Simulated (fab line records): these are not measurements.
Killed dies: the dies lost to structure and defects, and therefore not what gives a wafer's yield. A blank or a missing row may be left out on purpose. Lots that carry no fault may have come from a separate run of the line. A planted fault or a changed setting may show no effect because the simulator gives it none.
fab line records ; flow gf180mcu
record lots=24; wafers=72; last_day=34
route steps=602 shown POLY_GATE@168 PSD@259 M3@426 V3@432 V4@480
lots untouched by any fault: they come from a run of this same line in which no faults occurred
start_h: start of the lot's first displayed wafer, in hours after the record's first day ; wait_h: hours from the lot's prior step to this one ; " as in the row above ; L1.1+2: a single row standing in for several wafers ; - no value, or no start given ; * or withheld: withheld ; < > ~ a bound
route shown NAME@n: NAME is a module with steps in the file, n the number in the route of the first one ; usual: average and standard deviation across the fault-free wafers ; same: alike in all rows ; chamber/n: place in a boat ; sites: the reading at each site ; _std_site: how widely they spread, as a standard deviation ; _edge_site: mean of outer sites minus mean of inner sites ; radius_mm: for every site, how far away it sits from the centre of the wafer ; mask NAME#n: copy n ; behind: tool/chamber where the wafer was last shaped ; hold: why the lot was held/for how many hours/how that ended ; device: the transistor (n, p or np) that didn't switch ; end of line: the same wafers' tests at the end of the route ; a step without rows: its recipe alone ; killed: at the first sort, the dies lost to defects and structure; wafer yield is something else ; map: a wafer's dies, x killed, . not, _ none there
set.NAME: setting as actually run; set.NAME@STEP: the setting as run at that earlier step ; model.NAME: the simulator's own value behind a step, which no gauge read
a sample of lots followed through the steps of the route, with each step as a table and each wafer as a row
services: the hour from which a tool's chamber was out of use, counted from the record's first day as start_h (under 0 if before that day), plus the number of hours and why
## steps
# step GF_POLY_GATE_OVL_MEAS_11
# usual POLY_GATE_OVL=0/4.7
lot.wafer;tool;chamber;start_h;wait_h;POLY_GATE_OVL[nm]
L074.4;overlay-01;-;201.14;0.1;1
L074.5;overlay-01;-;201.14;0.1;-7
L074.6;overlay-01;-;201.14;0.1;3
L075.1;overlay-01;-;201.82;0.1;0
L075.2;overlay-01;-;201.82;0.1;-4
L075.6;overlay-01;-;201.82;0.1;-6
L076.1;overlay-02;-;207.48;0.1;3
L076.3;overlay-02;-;207.48;0.1;-1
L076.4;overlay-02;-;207.48;0.1;0
L077.2;overlay-02;-;212.48;0.1;2
L077.3;overlay-02;-;212.48;0.1;4
L077.5;overlay-02;-;212.48;0.1;-3
L078.1;overlay-01;-;217.98;0.1;2
L078.2;overlay-01;-;217.98;0.1;5
L078.4;overlay-01;-;217.98;0.1;3
L079.1;overlay-01;-;230.33;0.1;4
L079.3;overlay-01;-;230.33;0.1;12
L079.4;overlay-01;-;230.33;0.1;8
L080.3;overlay-01;-;238.74;0.1;-1
L080.5;overlay-01;-;238.74;0.1;-10
L080.6;overlay-01;-;238.74;0.1;-6
L081.2;overlay-02;-;250.84;0.1;7
L081.5;overlay-02;-;250.84;0.1;3
L081.6;overlay-02;-;250.84;0.1;-1
L082.2;overlay-01;-;261.44;0.1;-5
L082.4;overlay-01;-;261.44;0.1;1
L082.5;overlay-01;-;261.44;0.1;4
L083.1;overlay-01;-;263.38;0.1;-7
L083.2;overlay-01;-;263.38;0.1;-5
L083.6;overlay-01;-;263.38;0.1;-4
L084.1;overlay-01;-;274.22;0.1;-2
L084.3;overlay-01;-;274.22;0.1;-1
L084.6;overlay-01;-;274.22;0.1;-3
L085.1;overlay-01;-;284.72;0.1;2
L085.3;overlay-01;-;284.72;0.1;-1
L085.6;overlay-01;-;284.72;0.1;-1
L086.3;overlay-01;-;291.13;0.1;0
L086.5;overlay-01;-;291.13;0.1;3
L086.6;overlay-01;-;291.13;0.1;3
L087.1;overlay-02;-;302.33;0.1;2
L087.4;overlay-02;-;302.33;0.1;0
L087.6;overlay-02;-;302.33;0.1;5
L088.1;overlay-02;-;304.62;0.1;3
L088.3;overlay-02;-;304.62;0.1;7
L088.6;overlay-02;-;304.62;0.1;9
L090.1;overlay-02;-;313.38;0.1;11
L090.4;overlay-02;-;313.38;0.1;1
L090.5;overlay-02;-;313.38;0.1;0
L089.1;overlay-02;-;317.62;0.1;0
L089.3;overlay-02;-;317.62;0.1;-1
L089.4;overlay-02;-;317.62;0.1;-5
L091.2;overlay-02;-;320.78;0.1;-1
L091.3;overlay-02;-;320.78;0.1;-2
L091.6;overlay-02;-;320.78;0.1;-1
L092.1;overlay-01;-;328.14;0.1;-10
L092.2;overlay-01;-;328.14;0.1;-4
L092.3;overlay-01;-;328.14;0.1;-1
L093.1;overlay-02;-;335.92;0.1;0
L093.3;overlay-02;-;335.92;0.1;5
L093.6;overlay-02;-;335.92;0.1;6
L094.1;overlay-02;-;342.57;0.1;-1
L094.4;overlay-02;-;342.57;0.1;-3
L094.5;overlay-02;-;342.57;0.1;0
L095.1;overlay-02;-;345.42;0.1;-4
L095.3;overlay-02;-;345.42;0.1;-3
L095.4;overlay-02;-;345.42;0.1;7
L096.2;overlay-02;-;357.63;0.1;-12
L096.4;overlay-02;-;357.63;0.1;-7
L096.5;overlay-02;-;357.63;0.1;0
L097.1;overlay-02;-;364.73;0.1;-6
L097.2;overlay-02;-;364.73;0.1;3
L097.6;overlay-02;-;364.73;0.1;2
# step GF_PSD_TW_MEAS_11
# usual PSD_TW=3150/28
lot.wafer;tool;chamber;start_h;wait_h;PSD_TW
L074.4;film_metro-03;-;320.39;0.1;3210
L074.5;film_metro-03;-;320.39;0.1;3190
L074.6;film_metro-03;-;320.39;0.1;3205
L075.1;film_metro-04;-;324.87;0.1;3160
L075.2;film_metro-04;-;324.87;0.1;3141
L075.6;film_metro-04;-;324.87;0.1;3144
L076.1;film_metro-02;-;329.56;0.1;3130
L076.3;film_metro-02;-;329.56;0.1;3122
L076.4;film_metro-02;-;329.56;0.1;3123
L077.2;film_metro-04;-;337.97;0.1;3118
L077.3;film_metro-04;-;337.97;0.1;3120
L077.5;film_metro-04;-;337.97;0.1;3109
L078.1;film_metro-03;-;339.97;0.1;3185
L078.2;film_metro-03;-;339.97;0.1;3191
L078.4;film_metro-03;-;339.97;0.1;3197
L079.1;film_metro-02;-;356.47;0.1;3142
L079.3;film_metro-02;-;356.47;0.1;3124
L079.4;film_metro-02;-;356.47;0.1;3129
L080.3;film_metro-02;-;367.08;0.1;3152
L080.5;film_metro-02;-;367.08;0.1;3156
L080.6;film_metro-02;-;367.08;0.1;3138
L081.2;film_metro-03;-;379.92;0.1;3179
L081.5;film_metro-03;-;379.92;0.1;3183
L081.6;film_metro-03;-;379.92;0.1;3206
L082.2;film_metro-02;-;393.13;0.1;3147
L082.4;film_metro-02;-;393.13;0.1;3179
L082.5;film_metro-02;-;393.13;0.1;3138
L083.1;film_metro-02;-;397.27;0.1;3163
L083.2;film_metro-02;-;397.27;0.1;3158
L083.6;film_metro-02;-;397.27;0.1;3160
L084.1;film_metro-04;-;408.26;0.1;3157
L084.3;film_metro-04;-;408.26;0.1;3136
L084.6;film_metro-04;-;408.26;0.1;3118
L085.1;film_metro-04;-;420.51;0.1;3154
L085.3;film_metro-04;-;420.51;0.1;3144
L085.6;film_metro-04;-;420.51;0.1;3148
L086.3;film_metro-02;-;428.73;0.1;3146
L086.5;film_metro-02;-;428.73;0.1;3124
L086.6;film_metro-02;-;428.73;0.1;3138
L087.1;film_metro-02;-;444.39;0.1;3151
L087.4;film_metro-02;-;444.39;0.1;3129
L087.6;film_metro-02;-;444.39;0.1;3129
L088.1;film_metro-02;-;450.31;0.1;3136
L088.3;film_metro-02;-;450.31;0.1;3122
L088.6;film_metro-02;-;450.31;0.1;3132
L090.1;film_metro-02;-;456.31;0.1;3130
L090.4;film_metro-02;-;456.31;0.1;3116
L090.5;film_metro-02;-;456.31;0.1;3134
L091.2;film_metro-04;-;464.41;0.1;3128
L091.3;film_metro-04;-;464.41;0.1;3134
L091.6;film_metro-04;-;464.41;0.1;3131
L089.1;film_metro-04;-;464.70;0.1;3146
L089.3;film_metro-04;-;464.70;0.1;3116
L089.4;film_metro-04;-;464.70;0.1;3123
L092.1;film_metro-04;-;476.46;0.1;3137
L092.2;film_metro-04;-;476.46;0.1;3125
L092.3;film_metro-04;-;476.46;0.1;3125
L093.1;film_metro-03;-;484.85;0.1;3201
L093.3;film_metro-03;-;484.85;0.1;3184
L093.6;film_metro-03;-;484.85;0.1;3189
L094.1;film_metro-04;-;490.20;0.1;3145
L094.4;film_metro-04;-;490.20;0.1;3130
L094.5;film_metro-04;-;490.20;0.1;3133
L095.1;film_metro-02;-;492.41;0.1;3131
L095.3;film_metro-02;-;492.41;0.1;3130
L095.4;film_metro-02;-;492.41;0.1;3123
L096.2;film_metro-02;-;505.42;0.1;3123
L096.4;film_metro-02;-;505.42;0.1;3137
L096.5;film_metro-02;-;505.42;0.1;3139
L097.1;film_metro-03;-;518.06;0.1;3202
L097.2;film_metro-03;-;518.06;0.1;3188
L097.6;film_metro-03;-;518.06;0.1;3184
# step GF_M3_STRIP_17
# recipe chemistry=O2/N2; power_w=1400; pressure_mtorr=1500; platen_temp_c=250; o2_flow_sccm=3000; n2_flow_sccm=300; overash_fraction=0.5
# usual drypump_motor_current_A=5.4/0.49; heater_power_w=331/21; o2_flow_sccm=2999/9.6; oes_product_au=0.558/0.0051; strip_time_to_endpoint_s=7.87/0.039
lot.wafer;tool;chamber;start_h;wait_h;drypump_motor_current_A;heater_power_w;o2_flow_sccm;oes_product_au;rf_hours_counter_h;strip_time_to_endpoint_s
L074.4;plasma_asher-03;0;491.26;0.1;4.6;319;2989;0.550;-;7.89
L074.5;plasma_asher-03;0;491.26;0.1;4.6;311;2998;0.555;-;7.85
L074.6;plasma_asher-03;1;491.26;0.1;5.2;314;2994;0.556;-;7.91
L075.1;plasma_asher-01;0;496.09;0.1;5.6;337;3001;0.565;71;7.87
L075.2;plasma_asher-01;1;496.09;0.1;6.1;348;3007;0.560;71;7.84
L075.6;plasma_asher-01;0;496.09;0.1;5.6;340;2997;0.557;-;7.82
L076.1;plasma_asher-01;0;501.32;0.1;5.6;344;3001;0.563;72;7.91
L076.3;plasma_asher-01;0;501.32;0.1;5.6;337;2990;0.552;-;7.88
L076.4;plasma_asher-01;1;501.32;0.1;6.1;355;3019;0.566;-;7.94
L077.2;plasma_asher-03;0;510.51;0.1;4.6;317;2986;0.556;41;7.82
L077.3;plasma_asher-03;0;510.51;0.1;4.6;324;2989;0.553;-;7.81
L077.5;plasma_asher-03;0;510.51;0.1;4.6;322;2990;0.557;-;7.85
L078.1;plasma_asher-02;1;513.61;0.1;6.0;310;3002;0.568;82;7.87
L078.2;plasma_asher-02;0;513.61;0.1;5.2;362;2989;0.561;82;7.90
L078.4;plasma_asher-02;0;513.61;0.1;5.2;371;2995;0.555;-;7.85
L079.1;plasma_asher-02;0;529.47;0.1;5.2;366;2998;0.565;84;7.87
L079.3;plasma_asher-02;0;529.47;0.1;5.3;367;3006;0.562;-;7.86
L079.4;plasma_asher-02;1;529.47;0.1;5.9;308;3009;0.549;-;7.90
L080.3;plasma_asher-03;1;541.34;0.1;5.2;314;3000;0.563;-;7.94
L080.5;plasma_asher-03;1;541.34;0.1;5.2;311;3007;0.559;-;7.91
L080.6;plasma_asher-03;0;541.34;0.1;4.6;315;3009;0.553;-;7.85
L081.2;plasma_asher-03;0;554.47;0.1;4.6;315;3006;0.567;46;7.95
L081.5;plasma_asher-03;0;554.47;0.1;4.7;318;3006;0.559;-;7.89
L081.6;plasma_asher-03;1;554.47;0.1;5.2;313;2990;0.562;-;7.93
L082.2;plasma_asher-01;0;565.58;0.1;5.6;345;2983;0.561;79;7.88
L082.4;plasma_asher-01;0;565.58;0.1;5.6;340;2986;0.559;-;7.87
L082.5;plasma_asher-01;0;565.58;0.1;5.6;341;2985;0.555;-;7.91
L083.1;plasma_asher-02;1;570.92;0.1;6.0;318;2999;0.560;89;7.90
L083.2;plasma_asher-02;0;570.92;0.1;5.2;355;2998;0.554;89;7.89
L083.6;plasma_asher-02;0;570.92;0.1;5.2;364;3004;0.559;-;7.88
L084.1;plasma_asher-02;1;579.77;0.1;6.0;310;2985;0.564;90;7.89
L084.3;plasma_asher-02;1;579.77;0.1;6.0;318;2991;0.555;-;7.90
L084.6;plasma_asher-02;0;579.77;0.1;5.3;364;2998;0.564;-;7.84
L085.1;plasma_asher-03;1;592.12;0.1;5.2;314;3007;0.557;50;7.88
L085.3;plasma_asher-03;0;592.12;0.1;4.7;317;2991;0.554;-;7.87
L085.6;plasma_asher-03;0;592.12;0.1;4.6;319;2991;0.565;-;7.87
L086.3;plasma_asher-01;0;598.56;0.1;5.6;348;3011;0.560;-;7.84
L086.5;plasma_asher-01;0;598.56;0.1;5.6;351;3009;0.555;-;7.87
L086.6;plasma_asher-01;1;598.56;0.1;6.1;351;2992;0.551;-;7.83
L087.1;plasma_asher-02;1;612.63;0.2;6.0;306;3014;0.551;93;7.85
L087.4;plasma_asher-02;0;612.63;0.2;5.2;368;3000;0.563;-;7.90
L087.6;plasma_asher-02;0;612.63;0.2;5.3;361;2989;0.558;-;7.85
L088.1;plasma_asher-03;0;617.47;0.2;4.6;318;2995;0.560;52;7.82
L088.3;plasma_asher-03;1;617.47;0.2;5.2;317;3016;0.555;-;7.83
L088.6;plasma_asher-03;1;617.47;0.2;5.2;311;3017;0.565;-;7.83
L090.1;plasma_asher-02;1;622.08;0.2;5.9;315;2997;0.563;94;7.87
L090.4;plasma_asher-02;0;622.08;0.2;5.3;367;2990;0.551;-;7.88
L090.5;plasma_asher-02;0;622.08;0.2;5.3;368;3010;0.554;-;7.86
L091.2;plasma_asher-01;0;630.72;0.1;5.6;346;2990;0.557;87;7.83
L091.3;plasma_asher-01;0;630.72;0.1;5.6;343;2983;0.561;-;7.93
L091.6;plasma_asher-01;0;630.72;0.1;5.6;350;2992;0.560;-;7.98
L089.1;plasma_asher-03;1;632.38;0.2;5.2;309;3025;0.553;54;7.91
L089.3;plasma_asher-03;1;632.38;0.2;5.2;316;3013;0.561;-;7.89
L089.4;plasma_asher-03;0;632.38;0.2;4.7;316;2998;0.566;-;7.90
L092.1;plasma_asher-01;1;638.10;0.2;6.1;338;3005;0.555;87;7.86
L092.2;plasma_asher-01;0;638.10;0.2;5.6;355;3000;0.547;87;7.85
L092.3;plasma_asher-01;1;638.10;0.2;6.0;346;2998;0.548;-;7.83
L093.1;plasma_asher-03;1;646.37;0.1;5.2;309;2986;0.564;55;7.86
L093.3;plasma_asher-03;0;646.37;0.1;4.6;318;3017;0.560;-;7.89
L093.6;plasma_asher-03;0;646.37;0.1;4.6;314;3006;0.554;-;7.88
L094.1;plasma_asher-03;1;650.62;0.1;5.2;314;2991;0.566;56;7.91
L094.4;plasma_asher-03;0;650.62;0.1;4.7;322;3007;0.552;-;7.83
L094.5;plasma_asher-03;1;650.62;0.1;5.2;308;2999;0.555;-;7.82
L095.1;plasma_asher-03;1;652.12;0.1;5.2;308;2993;0.548;56;7.79
L095.3;plasma_asher-03;1;652.12;0.1;5.2;317;2981;0.557;-;7.85
L095.4;plasma_asher-03;0;652.12;0.1;4.7;317;2995;0.555;-;7.79
L096.2;plasma_asher-02;0;662.17;0.1;5.2;356;2997;0.545;97;7.79
L096.4;plasma_asher-02;1;662.17;0.1;6.0;319;2978;0.557;-;7.83
L096.5;plasma_asher-02;0;662.17;0.1;5.3;367;3001;0.555;-;7.83
L097.1;plasma_asher-02;1;674.12;0.1;6.0;317;3008;0.554;99;7.85
L097.2;plasma_asher-02;0;674.12;0.1;5.2;365;3001;0.556;99;7.92
L097.6;plasma_asher-02;0;674.12;0.1;5.2;384;2983;0.551;-;7.86
# step GF_V3_THK_MEAS_03
# recipe reads=SiO2_of_V3_CVD_02
# usual V3_CVD_02_THK=847/11
lot.wafer;tool;chamber;start_h;wait_h;V3_CVD_02_THK[nm]
L074.4;film_metro-01;-;492.00;0.0;858
L074.5;film_metro-01;-;492.00;0.0;845
L074.6;film_metro-01;-;492.00;0.0;848
L075.1;film_metro-01;-;496.82;0.0;860
L075.2;film_metro-01;-;496.82;0.0;848
L075.6;film_metro-01;-;496.82;0.0;851
L076.1;film_metro-04;-;502.06;0.0;841
L076.3;film_metro-04;-;502.06;0.0;834
L076.4;film_metro-04;-;502.06;0.0;845
L077.2;film_metro-04;-;511.26;0.0;851
L077.3;film_metro-04;-;511.26;0.0;854
L077.5;film_metro-04;-;511.26;0.0;853
L078.1;film_metro-04;-;514.34;0.0;865
L078.2;film_metro-04;-;514.34;0.0;848
L078.4;film_metro-04;-;514.34;0.0;866
L079.1;film_metro-01;-;530.20;0.0;833
L079.3;film_metro-01;-;530.20;0.0;834
L079.4;film_metro-01;-;530.20;0.0;849
L080.3;film_metro-03;-;542.13;0.1;828
L080.5;film_metro-03;-;542.13;0.1;861
L080.6;film_metro-03;-;542.13;0.1;839
L081.2;film_metro-01;-;555.23;0.0;848
L081.5;film_metro-01;-;555.23;0.0;860
L081.6;film_metro-01;-;555.23;0.0;840
L082.2;film_metro-01;-;566.33;0.0;840
L082.4;film_metro-01;-;566.33;0.0;841
L082.5;film_metro-01;-;566.33;0.0;849
L083.1;film_metro-01;-;571.70;0.0;830
L083.2;film_metro-01;-;571.70;0.0;837
L083.6;film_metro-01;-;571.70;0.0;839
L084.1;film_metro-03;-;580.50;0.0;839
L084.3;film_metro-03;-;580.50;0.0;835
L084.6;film_metro-03;-;580.50;0.0;845
L085.1;film_metro-04;-;592.98;0.0;842
L085.3;film_metro-04;-;592.98;0.0;836
L085.6;film_metro-04;-;592.98;0.0;851
L086.3;film_metro-04;-;599.62;0.1;840
L086.5;film_metro-04;-;599.62;0.1;862
L086.6;film_metro-04;-;599.62;0.1;855
L087.1;film_metro-01;-;613.46;0.0;834
L087.4;film_metro-01;-;613.46;0.0;861
L087.6;film_metro-01;-;613.46;0.0;852
L088.1;film_metro-04;-;618.20;0.0;847
L088.3;film_metro-04;-;618.20;0.0;848
L088.6;film_metro-04;-;618.20;0.0;856
L090.1;film_metro-03;-;622.85;0.0;843
L090.4;film_metro-03;-;622.85;0.0;843
L090.5;film_metro-03;-;622.85;0.0;856
L091.2;film_metro-03;-;631.46;0.0;838
L091.3;film_metro-03;-;631.46;0.0;845
L091.6;film_metro-03;-;631.46;0.0;857
L089.1;film_metro-04;-;633.47;0.0;851
L089.3;film_metro-04;-;633.47;0.0;865
L089.4;film_metro-04;-;633.47;0.0;873
L092.1;film_metro-04;-;638.95;0.0;830
L092.2;film_metro-04;-;638.95;0.0;825
L092.3;film_metro-04;-;638.95;0.0;827
L093.1;film_metro-03;-;647.13;0.0;831
L093.3;film_metro-03;-;647.13;0.0;844
L093.6;film_metro-03;-;647.13;0.0;848
L094.1;film_metro-03;-;651.42;0.1;855
L094.4;film_metro-03;-;651.42;0.1;856
L094.5;film_metro-03;-;651.42;0.1;855
L095.1;film_metro-01;-;652.89;0.0;845
L095.3;film_metro-01;-;652.89;0.0;840
L095.4;film_metro-01;-;652.89;0.0;853
L096.2;film_metro-01;-;662.95;0.1;856
L096.4;film_metro-01;-;662.95;0.1;877
L096.5;film_metro-01;-;662.95;0.1;863
L097.1;film_metro-01;-;674.92;0.0;819
L097.2;film_metro-01;-;674.92;0.0;825
L097.6;film_metro-01;-;674.92;0.0;836
# step GF_V3_ETCH_17
# recipe chemistry=C4F8/O2/Ar; mask_material=KrF; target=SiO2; stop_on=TiN; source_w=1500; bias_w=1200; pressure_mtorr=40; c4f8_flow_sccm=withheld; O2_flow_sccm=6; Ar_flow_sccm=300; time_s=withheld; target_depth_a=6350
# usual oes_product_au=0.856/0.0051; rf_fwd_power_W=1491/5
lot.wafer;tool;chamber;start_h;wait_h;oes_product_au;rf_fwd_power_W
L074.4;rie_diel-01;0;-;-;0.856;1490
L074.5;rie_diel-01;3;-;-;0.856;1488
L074.6;rie_diel-01;0;-;-;0.866;1488
L075.1;rie_diel-01;0;-;-;0.856;1486
L075.2;rie_diel-01;2;-;-;0.857;1488
L075.6;rie_diel-01;3;-;-;0.864;1485
L076.1;rie_diel-01;1;-;-;0.848;1495
L076.3;rie_diel-01;3;-;-;0.852;1492
L076.4;rie_diel-01;0;-;-;0.849;1491
L077.2;rie_diel-03;2;-;-;0.849;1487
L077.3;rie_diel-03;0;-;-;0.850;1499
L077.5;rie_diel-03;2;-;-;0.853;1490
L078.1;rie_diel-01;2;-;-;0.853;1491
L078.2;rie_diel-01;1;-;-;0.860;1492
L078.4;rie_diel-01;0;-;-;0.854;1484
L079.1;rie_diel-01;2;-;-;0.858;1483
L079.3;rie_diel-01;3;-;-;0.858;1498
L079.4;rie_diel-01;0;-;-;0.863;1492
L080.3;rie_diel-03;3;-;-;0.843;1493
L080.5;rie_diel-03;1;-;-;0.854;1485
L080.6;rie_diel-03;2;-;-;0.857;1495
L081.2;rie_diel-02;1;-;-;0.850;1496
L081.5;rie_diel-02;1;-;-;0.855;1496
L081.6;rie_diel-02;0;-;-;0.855;1497
L082.2;rie_diel-03;1;-;-;0.852;1489
L082.4;rie_diel-03;2;-;-;0.860;1500
L082.5;rie_diel-03;0;-;-;0.860;1498
L083.1;rie_diel-01;0;-;-;0.851;1492
L083.2;rie_diel-01;2;-;-;0.851;1489
L083.6;rie_diel-01;1;-;-;0.853;1498
L084.1;rie_diel-01;3;-;-;0.856;1485
L084.3;rie_diel-01;1;-;-;0.852;1497
L084.6;rie_diel-01;2;-;-;0.858;1487
L085.1;rie_diel-03;0;-;-;0.857;1497
L085.3;rie_diel-03;1;-;-;0.861;1486
L085.6;rie_diel-03;1;-;-;0.854;1489
L086.3;rie_diel-03;1;-;-;0.861;1495
L086.5;rie_diel-03;1;-;-;0.852;1490
L086.6;rie_diel-03;2;-;-;0.851;1495
L087.1;rie_diel-01;1;-;-;0.850;1496
L087.4;rie_diel-01;2;-;-;0.857;1479
L087.6;rie_diel-01;0;-;-;0.861;1485
L088.1;rie_diel-02;2;-;-;0.852;1499
L088.3;rie_diel-02;0;-;-;0.850;1487
L088.6;rie_diel-02;2;-;-;0.862;1492
L090.1;rie_diel-01;3;-;-;0.858;1490
L090.4;rie_diel-01;0;-;-;0.858;1490
L090.5;rie_diel-01;2;-;-;0.857;1485
L091.2;rie_diel-01;1;-;-;0.860;1486
L091.3;rie_diel-01;3;-;-;0.855;1484
L091.6;rie_diel-01;3;-;-;0.858;1488
L089.1;rie_diel-02;0;-;-;0.862;1486
L089.3;rie_diel-02;1;-;-;0.853;1491
L089.4;rie_diel-02;2;-;-;0.855;1495
L092.1;rie_diel-03;0;-;-;0.855;1492
L092.2;rie_diel-03;2;-;-;0.851;1498
L092.3;rie_diel-03;1;-;-;0.853;1486
L093.1;rie_diel-02;2;-;-;0.854;1501
L093.3;rie_diel-02;3;-;-;0.860;1492
L093.6;rie_diel-02;2;-;-;0.853;1489
L094.1;rie_diel-03;0;-;-;0.860;1496
L094.4;rie_diel-03;3;-;-;0.856;1500
L094.5;rie_diel-03;3;-;-;0.859;1504
L095.1;rie_diel-02;0;-;-;0.858;1490
L095.3;rie_diel-02;3;-;-;0.868;1492
L095.4;rie_diel-02;0;-;-;0.857;1486
L096.2;rie_diel-02;2;-;-;0.860;1497
L096.4;rie_diel-02;3;-;-;0.854;1498
L096.5;rie_diel-02;1;-;-;0.854;1496
L097.1;rie_diel-01;2;-;-;0.860;1492
L097.2;rie_diel-01;1;-;-;0.856;1487
L097.6;rie_diel-01;3;-;-;0.853;1494
# step GF_V4_CMP_04
# recipe material=SiO2; down_force_psi=4; platen_rpm=60; pad_velocity_m_s=0.94248
# usual motor_current_A=11.8/0.84; time_to_endpoint_s=74/7.5
lot.wafer;tool;chamber;start_h;wait_h;motor_current_A;time_to_endpoint_s
L074.4;cmp-02;0;541.25;0.4;13.6;74
L074.6;cmp-02;3;541.25;0.4;12.8;94
L074.5;cmp-02;0;541.25;0.4;13.4;72
L076.4;cmp-01;0;551.61;0.0;12.1;85
L076.3;cmp-01;1;551.61;0.0;11.3;81
L076.1;cmp-01;3;551.61;0.0;11.3;77
L077.3;cmp-02;2;560.01;0.0;10.6;68
L077.2;cmp-02;1;560.01;0.0;12.0;78
L077.5;cmp-02;3;560.01;0.0;12.9;86
L078.1;cmp-01;3;562.05;0.1;10.5;62
L078.4;cmp-01;0;562.05;0.1;12.8;67
L078.2;cmp-01;1;562.05;0.1;11.5;63
L079.4;cmp-01;0;577.24;0.0;12.2;71
L079.3;cmp-01;1;577.24;0.0;11.4;76
L079.1;cmp-01;3;577.24;0.0;10.5;67
L080.3;cmp-01;2;588.12;0.1;11.8;74
L080.6;cmp-01;0;588.12;0.1;11.5;77
L080.5;cmp-01;1;588.12;0.1;11.1;80
L081.2;cmp-01;3;601.91;0.2;10.9;73
L081.6;cmp-01;0;601.91;0.2;12.5;79
L081.5;cmp-01;1;601.91;0.2;11.6;84
L082.2;cmp-01;2;611.95;0.1;11.3;67
L082.4;cmp-01;3;611.95;0.1;11.3;73
L082.5;cmp-01;1;611.95;0.1;11.0;87
L083.1;cmp-01;2;617.25;0.1;11.4;78
L083.2;cmp-01;3;617.25;0.1;10.7;75
L083.6;cmp-01;2;617.25;0.1;12.2;83
L075.2;cmp-02;0;622.76;0.0;13.5;59
L075.1;cmp-02;1;622.76;0.0;12.4;72
L075.6;cmp-02;1;622.76;0.0;11.4;75
L084.1;cmp-02;2;625.22;0.1;10.6;72
L084.3;cmp-02;1;625.22;0.1;12.4;69
L084.6;cmp-02;2;625.22;0.1;11.7;75
L085.3;cmp-02;2;637.34;0.0;11.0;67
L085.1;cmp-02;0;637.34;0.0;13.0;56
L085.6;cmp-02;3;637.34;0.0;12.9;72
L086.3;cmp-01;0;642.85;0.0;11.9;73
L086.5;cmp-01;0;642.85;0.0;12.1;81
L086.6;cmp-01;1;642.85;0.0;11.0;91
L087.1;cmp-02;1;656.61;0.1;11.7;66
L087.4;cmp-02;2;656.61;0.1;10.8;60
L087.6;cmp-02;0;656.61;0.1;13.3;77
L088.3;cmp-02;0;661.48;0.1;12.9;74
L088.1;cmp-02;1;661.48;0.1;12.4;69
L088.6;cmp-02;2;661.48;0.1;11.3;62
L090.4;cmp-01;2;666.18;0.1;11.4;70
L090.1;cmp-01;0;666.18;0.1;12.7;65
L090.5;cmp-01;1;666.18;0.1;11.4;75
L091.2;cmp-01;3;673.98;0.0;10.2;69
L091.3;cmp-01;1;673.98;0.0;11.3;75
L091.6;cmp-01;0;673.98;0.0;11.6;80
L089.4;cmp-02;2;675.46;0.0;11.0;60
L089.1;cmp-02;3;675.46;0.0;13.1;81
L089.3;cmp-02;0;675.46;0.0;13.9;71
L092.3;cmp-02;2;680.69;0.0;10.5;61
L092.1;cmp-02;3;680.69;0.0;12.7;78
L092.2;cmp-02;1;680.69;0.0;11.9;70
L093.3;cmp-01;3;689.23;0.0;11.1;63
L093.1;cmp-01;1;689.23;0.0;11.6;77
L093.6;cmp-01;0;689.23;0.0;12.3;78
L094.1;cmp-01;0;691.86;0.1;11.9;70
L094.4;cmp-01;3;691.86;0.1;10.7;75
L094.5;cmp-01;0;691.86;0.1;12.0;71
L095.4;cmp-01;3;693.91;0.0;11.1;73
L095.3;cmp-01;0;693.91;0.0;12.3;69
L095.1;cmp-01;1;693.91;0.0;11.3;70
L096.4;cmp-01;2;704.55;0.1;11.8;73
L096.2;cmp-01;3;704.55;0.1;11.2;68
L096.5;cmp-01;1;704.55;0.1;11.1;89
L097.1;cmp-01;2;714.98;0.1;11.8;68
L097.2;cmp-01;3;714.98;0.1;11.2;72
L097.6;cmp-01;2;714.98;0.1;11.4;74
## services
tool;chamber;start_h;hours;kind
plasma_asher-01;-;474.40;6.0;pm
rie_diel-03;-;476.80;2.8;pm
cmp-01;-;478.10;7.0;pm
cmp-01;-;487.59;0.4;repair
rie_diel-02;1;514.80;4.4;repair
cmp-02;-;531.89;0.6;repair
plasma_asher-02;-;538.58;2.8;pm
cmp-01;-;538.74;5.7;pm
rie_diel-03;0;560.89;9.2;repair
cmp-02;-;565.62;0.5;repair
rie_diel-03;3;572.59;2.1;repair
plasma_asher-02;-;574.57;1.5;repair
cmp-02;-;585.45;4.0;pm
cmp-01;-;592.46;0.5;repair
cmp-01;-;619.98;2.9;repair
rie_diel-03;-;636.51;15.6;pm
plasma_asher-02;-;644.28;15.6;pm
rie_diel-03;-;659.42;0.4;repair
plasma_asher-03;-;659.88;2.8;pm
cmp-02;-;665.30;3.1;pm
cmp-01;-;667.35;1.1;repair
cmp-01;-;678.92;0.3;repair
cmp-02;-;683.04;2.3;repair
rie_diel-03;-;707.81;0.6;repair
## key
fault none
